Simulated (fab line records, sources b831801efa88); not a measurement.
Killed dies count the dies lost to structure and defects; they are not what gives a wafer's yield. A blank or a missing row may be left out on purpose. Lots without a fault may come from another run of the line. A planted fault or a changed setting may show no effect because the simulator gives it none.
Which tool is to blame? | flow sky130 | 39 wafers from 13 lots sampled at 5 of the route's 708 steps

== WHAT THE GAUGES SHOWED, per wafer ==
SKY_VT_ADJUST_HVTP_TW_MEAS_11. Usual: for VT_ADJUST_HVTP_TW the level is 1362 and the standard deviation is 10.
lot  | measured     | on            | VT_ADJUST_HVTP_TW | flag
L921 | day 6 10:59  | film-metro-03 | 1350 1349 1351    |
L922 | day 6 14:55  | film-metro-01 | 1369 1362 1368    |
L923 | day 6 19:02  | film-metro-03 | 1353 1353 1353    |
L924 | day 7 04:49  | film-metro-03 | 1361 1358 1351    |
L925 | day 7 22:02  | film-metro-02 | 1367 1371 1365    |
L933 | day 9 17:49  | film-metro-02 | 1374 1366 1380    |
L932 | day 9 18:11  | film-metro-01 | 1369 1373 1373    |
L935 | day 10 09:02 | film-metro-03 | 1354 1353 1359    |
L939 | day 11 02:23 | film-metro-03 | 1345 1348 1355    |
L938 | day 11 03:35 | film-metro-03 | 1362 1355 1343    |
L940 | day 11 10:07 | film-metro-02 | 1377 1377 1375    |
L941 | day 11 17:47 | film-metro-03 | 1350 1353 1356    |
L943 | day 12 03:52 | film-metro-02 | 1370 1364 1367    |

SKY_VT_ADJUST_HVTR_CD_MEAS_07: target cd 380 nm. Usual: 380.4 nm for cd-nm, sd 2.2.
lot  | measured     | on        | cd-nm (nm)        | flag
L921 | day 9 20:41  | cd-sem-01 | 382.0 382.5 383.4 |
L922 | day 10 01:28 | cd-sem-01 | 381.3 379.6 381.8 |
L923 | day 10 06:40 | cd-sem-01 | 382.4 379.9 380.2 |
L924 | day 10 17:31 | cd-sem-01 | 397.7 395.2 378.8 | OFF
L925 | day 11 12:58 | cd-sem-02 | 398.9 395.0 380.0 | OFF
L933 | day 13 16:37 | cd-sem-02 | 381.8 381.6 386.0 |
L932 | day 13 18:38 | cd-sem-01 | 380.6 380.6 379.8 |
L935 | day 14 10:46 | cd-sem-02 | 380.1 380.3 380.9 |
L939 | day 15 06:07 | cd-sem-02 | 377.1 375.6 378.3 |
L938 | day 15 08:34 | cd-sem-02 | 380.5 381.5 380.2 |
L940 | day 15 15:28 | cd-sem-01 | 379.6 380.1 379.2 |
L941 | day 16 01:47 | cd-sem-01 | 382.1 382.0 381.1 |
L943 | day 16 11:28 | cd-sem-01 | 381.3 380.3 382.7 |

SKY_VT_ADJUST_HVTR_OVL_MEAS_08. Usual: for VT_ADJUST_HVTR_OVL the level is -0.2 nm and the standard deviation is 1.5.
lot  | measured     | on         | VT_ADJUST_HVTR_OVL (nm) | flag
L921 | day 9 20:48  | overlay-02 | 1.4 3.2 -0.2            |
L922 | day 10 01:35 | overlay-02 | -0.9 -0.9 -0.7          |
L923 | day 10 06:47 | overlay-01 | 0.1 0.6 -0.3            |
L924 | day 10 17:38 | overlay-01 | 2.5 1.4 2.4             |
L925 | day 11 13:05 | overlay-01 | -0.5 -2.0 -0.1          |
L933 | day 13 16:44 | overlay-02 | -0.2 -2.2 -0.7          |
L932 | day 13 18:45 | overlay-02 | -1.1 0.9 0.6            |
L935 | day 14 10:53 | overlay-02 | -0.7 0.8 0.3            |
L939 | day 15 06:12 | overlay-01 | -0.2 1.4 0.9            |
L938 | day 15 08:41 | overlay-01 | -1.0 1.0 1.1            |
L940 | day 15 15:35 | overlay-02 | 1.2 0.6 0.7             |
L941 | day 16 01:54 | overlay-02 | 0.0 0.2 -1.2            |
L943 | day 16 11:35 | overlay-02 | -2.1 -1.1 -1.4          |

== EACH LOT AND THE TOOL THAT RAN IT (in order: tool; ch and the chambers of the sampled wafers; start) ==
lot  | SKY_VT_ADJUST_LVTN_STRIP_09          | SKY_VT_ADJUST_HVTR_DEVELOP_06
L921 | plasma-asher-02 ch 0,1, day 7 05:45  | litho-track-04 ch 0, day 9 20:33
L922 | plasma-asher-01 ch 0,1, day 7 10:24  | litho-track-04 ch 0, day 10 01:19
L923 | plasma-asher-04 ch 0,1, day 7 14:44  | litho-track-02 ch 0, day 10 06:31
L924 | plasma-asher-01 ch 0,1, day 8 00:33  | litho-track-04 ch 0, day 10 17:22
L925 | plasma-asher-02 ch 0,1, day 8 18:29  | litho-track-04 ch 0, day 11 12:49
L933 | plasma-asher-02 ch 0,1, day 10 16:18 | litho-track-01 ch 0, day 13 16:28
L932 | plasma-asher-01 ch 0,1, day 10 16:33 | litho-track-04 ch 0, day 13 18:30
L935 | plasma-asher-01 ch 0,1, day 11 07:26 | litho-track-02 ch 0, day 14 10:37
L939 | plasma-asher-01 ch 0,1, day 12 02:07 | litho-track-04 ch 0, day 15 05:58
L938 | plasma-asher-01 ch 0,1, day 12 03:51 | litho-track-04 ch 0, day 15 08:25
L940 | plasma-asher-01 ch 0,1, day 12 10:11 | litho-track-04 ch 0, day 15 15:19
L941 | plasma-asher-02 ch 0,1, day 12 17:59 | litho-track-04 ch 0, day 16 01:39
L943 | plasma-asher-02 ch 0,1, day 13 04:44 | litho-track-04 ch 0, day 16 11:19
- SKY_VT_ADJUST_LVTN_STRIP_09: strips in O2/N2.
- SKY_VT_ADJUST_HVTR_DEVELOP_06: develop time 60 s.

== WHAT THE TOOLS THEMSELVES READ (means of the sampled wafers that have a number; where no wafer has one, the mark that the record gives instead) ==
SKY_VT_ADJUST_LVTN_STRIP_09. Usual: drypump-motor-current-A 5.5 A, standard deviation 0.35; oes-product-au 0.723 a.u., standard deviation 0.0043; strip-time-to-endpoint-s 36.91 s, standard deviation 0.089.
lot  | tool            | drypump-motor-current-A (A) | oes-product-au (a.u.) | strip-time-to-endpoint-s (s) | flag
L921 | plasma-asher-02 | 5.8                         | 0.726                 | 36.92                        |
L922 | plasma-asher-01 | 5.2                         | 0.724                 | 36.94                        |
L923 | plasma-asher-04 | 5.7                         | 0.725                 | 36.92                        |
L924 | plasma-asher-01 | 5.1                         | 0.721                 | 36.91                        |
L925 | plasma-asher-02 | 5.8                         | 0.721                 | 36.83                        |
L933 | plasma-asher-02 | 5.8                         | 0.724                 | 36.80                        |
L932 | plasma-asher-01 | 5.2                         | 0.722                 | 37.03                        |
L935 | plasma-asher-01 | 5.1                         | 0.726                 | 36.98                        |
L939 | plasma-asher-01 | 5.1                         | 0.722                 | 36.99                        |
L938 | plasma-asher-01 | 5.2                         | 0.721                 | 36.87                        |
L940 | plasma-asher-01 | 5.2                         | 0.724                 | 36.81                        |
L941 | plasma-asher-02 | 5.7                         | 0.724                 | 36.94                        |
L943 | plasma-asher-02 | 5.8                         | 0.721                 | 36.83                        |

SKY_VT_ADJUST_HVTR_DEVELOP_06. Usual: 23.00 C for resist-line-temp-C, sd 0.11.
lot  | tool           | resist-line-temp-C (C) | flag
L921 | litho-track-04 | 23.00                  |
L922 | litho-track-04 | 22.90                  |
L923 | litho-track-02 | 23.12                  |
L924 | litho-track-04 | 23.17                  |
L925 | litho-track-04 | 23.01                  |
L933 | litho-track-01 | 22.88                  |
L932 | litho-track-04 | 23.05                  |
L935 | litho-track-02 | 23.03                  |
L939 | litho-track-04 | 23.07                  |
L938 | litho-track-04 | 22.84                  |
L940 | litho-track-04 | 23.03                  |
L941 | litho-track-04 | 23.14                  |
L943 | litho-track-04 | 23.06                  |

== THE ANSWER, worked out from the rows above alone ==
Rule: take the mean of a lot's wafers that have a number; if it is more than 3 standard deviations from the usual mean, the lot is off. A lot without any number at a reading at which 4 lots or more have one is off too. All remaining lots with rows at the step are treated as sound. The gauges are gone through in route order, then the tools' own readings, and for those a lot's mean is taken as printed above. At the first step where some lot is off, the reading lying furthest off is the one used; lots without a number count as furthest.
Off: L924, L925 (SKY_VT_ADJUST_HVTR_CD_MEAS_07, cd-nm).
If a tool, at a process step before that reading, ran all the lots that are off and no sound lot after the first of them, it fits. Those tools and the gauges at SKY_VT_ADJUST_HVTR_CD_MEAS_07 are tried in the same way. None of those tried fits.

== WHAT THE SIMULATOR HAD PUT IN ==
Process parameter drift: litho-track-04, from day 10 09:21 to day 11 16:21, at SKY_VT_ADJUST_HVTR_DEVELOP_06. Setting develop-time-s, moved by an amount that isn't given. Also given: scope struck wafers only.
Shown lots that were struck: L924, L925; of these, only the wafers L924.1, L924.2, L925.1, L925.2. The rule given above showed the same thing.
